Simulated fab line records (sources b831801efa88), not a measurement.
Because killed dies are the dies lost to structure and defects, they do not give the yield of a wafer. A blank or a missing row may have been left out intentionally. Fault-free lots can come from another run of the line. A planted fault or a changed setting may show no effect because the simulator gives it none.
One fault seen from 2 desks	flow gf180mcu	only its own numbers are on each desk; what lay behind them is given at the end

== TOOL OWNER'S DESK, implanter-01 ==
The tool's own readings at GF_LVPWELL_IMPLANT_09, given as means over the sampled wafers that have a number, one for each lot that went through this tool. Marked OUT: a lot whose mean sits more than 4 standard deviations from the usual mean, which makes it out of limits; the brackets give that distance.
Columns: A = beam energy keV at GF_LVPWELL_IMPLANT_09, usual 60.001; B = dose ions cm2 at GF_LVPWELL_IMPLANT_09, usual 5e+12
lot	first seen here	A	B
L644	day 4 03:59	59.987	5e+12
L648	day 5 03:57	59.976	5e+12
L651	day 5 17:15	60.008	5e+12
L654	day 6 09:27	60.014	5e+12
L659	day 7 17:35	69.208 (+99 or more) OUT	5e+12
L662	day 8 12:00	69.183 (+99 or more) OUT	5e+12
L663	day 8 14:35	69.201 (+99 or more) OUT	5e+12
This desk finds L659, L662, L663 out of limits, L659 being first, at day 7 17:35 (beam energy keV at GF_LVPWELL_IMPLANT_09). L644, L648, L651, L654: within limits.

== THE METROLOGY DESK ==
Means of the sampled wafers that have a number, per lot and without regard to the tool the lot ran on: this is what the gauges read. Marked OUT: a lot whose mean sits more than 4 standard deviations from the usual mean, which makes it out of limits; the brackets give that distance.
Columns: A = LVPWELL_OVL at GF_LVPWELL_OVL_MEAS_07, usual 0.1 nm; B = NWELL_RS at GF_VT_IMPLANT_RS_MEAS_47, usual 487.4 ohm/sq; C = LVPWELL_RS at GF_VT_IMPLANT_RS_MEAS_48, usual 1196.8 ohm/sq
lot	first seen here	A	B	C
L644	day 4 03:46	-0.4	485.6	1192.3
L647	day 4 20:13	-3.5	487.7	1196.9
L648	day 5 03:46	-1.9	487.5	1193.3
L649	day 5 07:37	-0.4	487.2	1198.6
L650	day 5 11:25	-0.4	489.0	1199.2
L651	day 5 17:04	-0.2	487.8	1197.0
L652	day 6 01:14	0.0	488.1	1195.0
L654	day 6 09:16	-1.2	488.3	1196.7
L658	day 7 09:53	-0.6	486.3	1193.7
L659	day 7 17:20	1.4	487.4	1207.4
L662	day 8 11:47	-0.7	486.4	1207.6 (+4.0) OUT
L663	day 8 14:23	0.7	487.2	1210.9 (+5.2) OUT
L665	day 9 00:46	2.2	487.4	1197.1
L666	day 9 06:53	0.5	487.4	1197.6
Per this desk, out of limits: L662, L663; the first was L662, day 13 02:53 (LVPWELL_RS at GF_VT_IMPLANT_RS_MEAS_48). L644, L647, L648, L649, L650, L651, L652, L654, L658, L659, L665, L666: within limits.

== ALL TOGETHER ==
The tool owner's desk could have raised an alarm at day 7 17:35, on L659, L662, L663.
L662, L663 would have let the metrology desk raise an alarm at day 13 02:53.
The metrology desk holds a record of L659, inside its limits.
On implanter-01, each named lot ran GF_LVPWELL_IMPLANT_09.

== WHAT WAS PUT IN BY THE SIMULATOR ==
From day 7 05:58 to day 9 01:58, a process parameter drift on implanter-01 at GF_LVPWELL_IMPLANT_09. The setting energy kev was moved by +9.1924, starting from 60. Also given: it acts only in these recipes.
Lots struck among those shown: L659, L662, L663.
Counting hours from when the fault started, the first reading out of limits came at 12 for the tool owner's desk and at 141 for the metrology desk.
